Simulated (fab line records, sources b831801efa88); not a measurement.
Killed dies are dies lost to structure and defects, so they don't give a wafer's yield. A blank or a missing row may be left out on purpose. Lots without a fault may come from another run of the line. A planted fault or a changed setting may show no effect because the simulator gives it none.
Which tool did it? | flow sky130 | 24 lots, 72 wafers sampled, at 5 steps of a route of 708

WHAT THE GAUGES READ, wafer by wafer
SKY_POLY_GATE_CD_MEAS_22. Usual: cd_nm 151 nm, standard deviation 3.4.
lot  | measured     | on        | cd_nm (nm)  | flag
L074 | day 16 01:59 | cd_sem-02 | 150 155 152 |
L075 | day 16 16:32 | cd_sem-01 | 148 154 151 |
L076 | day 17 03:22 | cd_sem-01 | 150 149 146 |
L077 | day 17 10:14 | cd_sem-01 | 148 147 153 |
L078 | day 17 21:12 | cd_sem-01 | 148 152 145 |
L079 | day 18 10:22 | cd_sem-02 | 152 151 152 |
L080 | day 19 02:23 | cd_sem-01 | 149 146 151 |
L081 | day 19 07:24 | cd_sem-01 | 143 152 153 |
L082 | day 19 10:38 | cd_sem-01 | 157 150 157 |
L083 | day 20 15:23 | cd_sem-01 | 154 157 158 |
L084 | day 20 22:14 | cd_sem-01 | 148 148 150 |
L085 | day 21 01:46 | cd_sem-01 | 154 156 153 |
L087 | day 21 14:22 | cd_sem-02 | 151 151 147 |
L086 | day 21 15:19 | cd_sem-01 | 154 149 152 |
L088 | day 21 17:01 | cd_sem-01 | 150 149 148 |
L089 | day 22 05:56 | cd_sem-02 | 149 148 151 |
L090 | day 22 10:31 | cd_sem-01 | 150 151 151 |
L091 | day 23 03:44 | cd_sem-01 | 146 148 145 |
L092 | day 23 12:47 | cd_sem-01 | 146 148 153 |
L093 | day 23 13:40 | cd_sem-01 | 154 154 151 |
L094 | day 23 20:14 | cd_sem-02 | 151 144 148 |
L095 | day 24 06:30 | cd_sem-02 | 150 148 147 |
L096 | day 24 14:53 | cd_sem-02 | 154 154 156 |
L097 | day 24 23:02 | cd_sem-02 | 156 158 156 |

SKY_METAL2_RS_MEAS_05: measures by four-point-probe. Usual: METAL2_ALCU_RS 0.1275 ohm/sq, standard deviation 0.0016.
lot  | measured     | on            | METAL2_ALCU_RS (ohm/sq) | flag
L074 | day 33 07:17 | film_metro-03 | 0.1291 0.1297 0.1288    |
L075 | day 34 00:02 | film_metro-03 | 0.1270 0.1268 0.1289    |
L076 | day 34 14:02 | film_metro-03 | 0.1270 0.1283 0.1278    |
L077 | day 34 15:59 | film_metro-02 | 0.1255 0.1281 0.1256    |
L078 | day 34 23:32 | film_metro-04 | 0.1300 0.1293 0.1293    |
L079 | day 35 15:43 | film_metro-03 | 0.1298 0.1304 0.1294    |
L080 | day 36 07:56 | film_metro-04 | 0.1275 0.1266 0.1282    |
L081 | day 36 09:14 | film_metro-02 | 0.1264 0.1288 0.1260    |
L082 | day 36 12:34 | film_metro-02 | 0.1292 0.1270 0.1275    |
L083 | day 37 15:58 | film_metro-02 | 0.1281 0.1251 0.1279    |
L084 | day 37 21:01 | film_metro-02 | 0.1275 0.1269 0.1279    |
L085 | day 37 21:35 | film_metro-03 | 0.1258 0.1277 0.1279    |
L087 | day 38 06:02 | film_metro-02 | 0.1268 0.1245 0.1274    |
L086 | day 38 10:37 | film_metro-04 | 0.1276 0.1298 0.1278    |
L088 | day 38 10:55 | film_metro-02 | 0.1283 0.1249 0.1268    |
L089 | day 38 21:26 | film_metro-04 | 0.1246 0.1291 0.1260    |
L090 | day 39 04:15 | film_metro-04 | 0.1294 0.1288 0.1269    |
L091 | day 39 15:55 | film_metro-03 | 0.1272 0.1286 0.1253    |
L092 | day 39 22:08 | film_metro-02 | 0.1305 0.1300 0.1279    |
L093 | day 39 23:43 | film_metro-02 | 0.1264 0.1286 0.1276    |
L094 | day 40 04:53 | film_metro-02 | 0.1272 0.1254 0.1256    |
L095 | day 40 12:07 | film_metro-03 | 0.1296 0.1270 0.1295    |
L096 | day 40 19:44 | film_metro-03 | 0.1246 0.1283 0.1251    |
L097 | day 41 04:09 | film_metro-04 | 0.1246 0.1246 0.1238    |

SKY_METAL2_OVL_MEAS_16. Usual: METAL2_OVL -4 nm, standard deviation 4.7.
lot  | measured     | on         | METAL2_OVL (nm) | flag
L074 | day 34 10:56 | overlay-02 | -9 -2 -5        |
L075 | day 35 03:50 | overlay-02 | -3 1 0          |
L076 | day 35 16:29 | overlay-01 | -3 1 2          |
L077 | day 35 20:16 | overlay-02 | -8 -6 -7        |
L078 | day 36 03:22 | overlay-02 | -2 1 -3         |
L079 | day 36 19:53 | overlay-01 | -8 -9 -12       |
L080 | day 37 11:55 | overlay-02 | 3 -6 -7         |
L081 | day 37 13:11 | overlay-01 | -7 -15 -8       |
L082 | day 37 16:23 | overlay-01 | -6 -8 -10       |
L083 | day 38 17:50 | overlay-01 | 4 4 5           |
L084 | day 38 22:36 | overlay-01 | 0 -1 -4         |
L085 | day 38 23:59 | overlay-02 | -7 -11 -4       |
L087 | day 39 06:43 | overlay-01 | -8 -7 -7        |
L086 | day 39 12:12 | overlay-01 | -9 -1 1         |
L088 | day 39 12:19 | overlay-02 | -4 -6 -4        |
L089 | day 39 21:59 | overlay-01 | 0 -2 -7         |
L090 | day 40 05:29 | overlay-02 | 3 -4 -4         |
L091 | day 40 16:10 | overlay-02 | -3 0 -3         |
L092 | day 40 22:53 | overlay-02 | -1 0 -2         |
L093 | day 41 00:00 | overlay-02 | -8 -3 -9        |
L094 | day 41 04:23 | overlay-01 | 1 1 -2          |
L095 | day 41 11:37 | overlay-01 | -2 -2 -4        |
L096 | day 41 19:48 | overlay-01 | -2 -6 -5        |
L097 | day 42 04:20 | overlay-02 | -9 -7 -7        |

WHICH TOOL RAN EACH LOT (tool, then ch and the chambers of the sampled wafers, then the start)
lot  | SKY_VIA1_STRIP_16                    | SKY_METAL2_SPUTTER_01
L074 | plasma_asher-02 ch 0, day 33 05:55   | pvd_sputter-02, day 33 07:10
L075 | plasma_asher-01 ch 0,1, day 33 22:40 | pvd_sputter-02, day 33 23:55
L076 | plasma_asher-01 ch 0,1, day 34 12:38 | pvd_sputter-02, day 34 13:55
L077 | plasma_asher-02 ch 0,1, day 34 14:36 | pvd_sputter-03, day 34 15:49
L078 | plasma_asher-02 ch 0,1, day 34 22:07 | pvd_sputter-02, day 34 23:21
L079 | plasma_asher-03 ch 0,1, day 35 14:16 | pvd_sputter-02, day 35 15:36
L080 | plasma_asher-02 ch 0,1, day 36 06:31 | pvd_sputter-02, day 36 07:47
L081 | plasma_asher-03 ch 0,1, day 36 07:49 | pvd_sputter-03, day 36 09:07
L082 | plasma_asher-02 ch 0,1, day 36 11:04 | pvd_sputter-03, day 36 12:28
L083 | plasma_asher-02 ch 0,1, day 37 14:29 | pvd_sputter-01, day 37 15:50
L084 | plasma_asher-01 ch 0,1, day 37 19:38 | pvd_sputter-02, day 37 20:53
L085 | plasma_asher-03 ch 0,1, day 37 20:11 | pvd_sputter-01, day 37 21:28
L087 | plasma_asher-01 ch 0,1, day 38 04:33 | pvd_sputter-01, day 38 05:50
L086 | plasma_asher-02 ch 0,1, day 38 09:13 | pvd_sputter-03, day 38 10:29
L088 | plasma_asher-03 ch 0,1, day 38 09:32 | pvd_sputter-02, day 38 10:47
L089 | plasma_asher-01 ch 0,1, day 38 18:56 | pvd_sputter-02, day 38 21:19
L090 | plasma_asher-03 ch 0,1, day 39 02:35 | pvd_sputter-01, day 39 04:08
L091 | plasma_asher-03 ch 0,1, day 39 14:33 | pvd_sputter-02, day 39 15:46
L092 | plasma_asher-02 ch 0,1, day 39 20:44 | pvd_sputter-01, day 39 22:01
L093 | plasma_asher-03 ch 0,1, day 39 22:16 | pvd_sputter-02, day 39 23:35
L094 | plasma_asher-02 ch 0,1, day 40 03:32 | pvd_sputter-03, day 40 04:46
L095 | plasma_asher-03 ch 0,1, day 40 10:44 | pvd_sputter-01, day 40 11:58
L096 | plasma_asher-03 ch 0,1, day 40 18:20 | pvd_sputter-01, day 40 19:37
L097 | plasma_asher-02 ch 0,1, day 41 02:46 | pvd_sputter-01, day 41 04:01
- SKY_VIA1_STRIP_16: strips in O2/N2.
- SKY_METAL2_SPUTTER_01: material TiN, target thk 20 nm, time 16.7 s.

WHAT THE TOOLS THEMSELVES READ (means of the sampled wafers that have a number; where no wafer has one, the mark that the record gives instead)
SKY_VIA1_STRIP_16. Usual: drypump_motor_current_A 5.7 A, standard deviation 0.37; oes_product_au 0.416 a.u., standard deviation 0.0047; strip_time_to_endpoint_s 4.461 s, standard deviation 0.025.
lot  | tool            | drypump_motor_current_A (A) | oes_product_au (a.u.) | strip_time_to_endpoint_s (s) | flag
L074 | plasma_asher-02 | 6.3                         | 0.411                 | 4.434                        |
L075 | plasma_asher-01 | 5.3                         | 0.412                 | 4.448                        |
L076 | plasma_asher-01 | 5.4                         | 0.417                 | 4.446                        |
L077 | plasma_asher-02 | 6.0                         | 0.419                 | 4.464                        |
L078 | plasma_asher-02 | 6.0                         | 0.414                 | 4.473                        |
L079 | plasma_asher-03 | 5.7                         | 0.421                 | 4.484                        |
L080 | plasma_asher-02 | 6.1                         | 0.411                 | 4.461                        |
L081 | plasma_asher-03 | 5.5                         | 0.417                 | 4.469                        |
L082 | plasma_asher-02 | 6.0                         | 0.419                 | 4.462                        |
L083 | plasma_asher-02 | 6.0                         | 0.414                 | 4.442                        |
L084 | plasma_asher-01 | 5.3                         | 0.418                 | 4.437                        |
L085 | plasma_asher-03 | 5.6                         | 0.417                 | 4.483                        |
L087 | plasma_asher-01 | 5.3                         | 0.414                 | 4.445                        |
L086 | plasma_asher-02 | 6.1                         | 0.416                 | 4.459                        |
L088 | plasma_asher-03 | 5.7                         | 0.417                 | 4.466                        |
L089 | plasma_asher-01 | 5.3                         | 0.420                 | 4.456                        |
L090 | plasma_asher-03 | 5.6                         | 0.424                 | 4.484                        |
L091 | plasma_asher-03 | 5.5                         | 0.416                 | 4.484                        |
L092 | plasma_asher-02 | 6.0                         | 0.413                 | 4.472                        |
L093 | plasma_asher-03 | 5.5                         | 0.417                 | 4.480                        |
L094 | plasma_asher-02 | 6.2                         | 0.415                 | 4.455                        |
L095 | plasma_asher-03 | 5.5                         | 0.417                 | 4.469                        |
L096 | plasma_asher-03 | 5.6                         | 0.414                 | 4.439                        |
L097 | plasma_asher-02 | 6.2                         | 0.415                 | 4.490                        |

SKY_METAL2_SPUTTER_01. Usual: throttle_valve_pct 30.1 %, standard deviation 1.1.
lot  | tool           | throttle_valve_pct (%) | flag
L074 | pvd_sputter-02 | 30.6                   |
L075 | pvd_sputter-02 | 29.9                   |
L076 | pvd_sputter-02 | 30.5                   |
L077 | pvd_sputter-03 | 30.3                   |
L078 | pvd_sputter-02 | 30.1                   |
L079 | pvd_sputter-02 | 30.5                   |
L080 | pvd_sputter-02 | 29.7                   |
L081 | pvd_sputter-03 | 30.3                   |
L082 | pvd_sputter-03 | 30.4                   |
L083 | pvd_sputter-01 | 30.0                   |
L084 | pvd_sputter-02 | 29.8                   |
L085 | pvd_sputter-01 | 30.8                   |
L087 | pvd_sputter-01 | 29.1                   |
L086 | pvd_sputter-03 | 30.4                   |
L088 | pvd_sputter-02 | 30.0                   |
L089 | pvd_sputter-02 | 30.2                   |
L090 | pvd_sputter-01 | 30.6                   |
L091 | pvd_sputter-02 | 30.3                   |
L092 | pvd_sputter-01 | 30.5                   |
L093 | pvd_sputter-02 | 30.3                   |
L094 | pvd_sputter-03 | 30.5                   |
L095 | pvd_sputter-01 | 30.8                   |
L096 | pvd_sputter-01 | 30.2                   |
L097 | pvd_sputter-01 | 29.4                   |

THE ANSWER, worked out from the rows above alone
Rule: a lot is off if the mean of its wafers that have a number lies more than 3 standard deviations from the usual mean. A lot without any number at a reading at which 4 lots or more have one is off too. The other lots that the step has rows for count as sound. The gauges are gone through in route order, then the tools' own readings, and for those a lot's mean is taken as printed above. The first step at which some lot is off is used, and at that step the reading that is off furthest; a lot without a number counts as furthest.
No lot is off at any reading shown: from this, nothing can be told.

WHAT THE SIMULATOR HAD PUT IN
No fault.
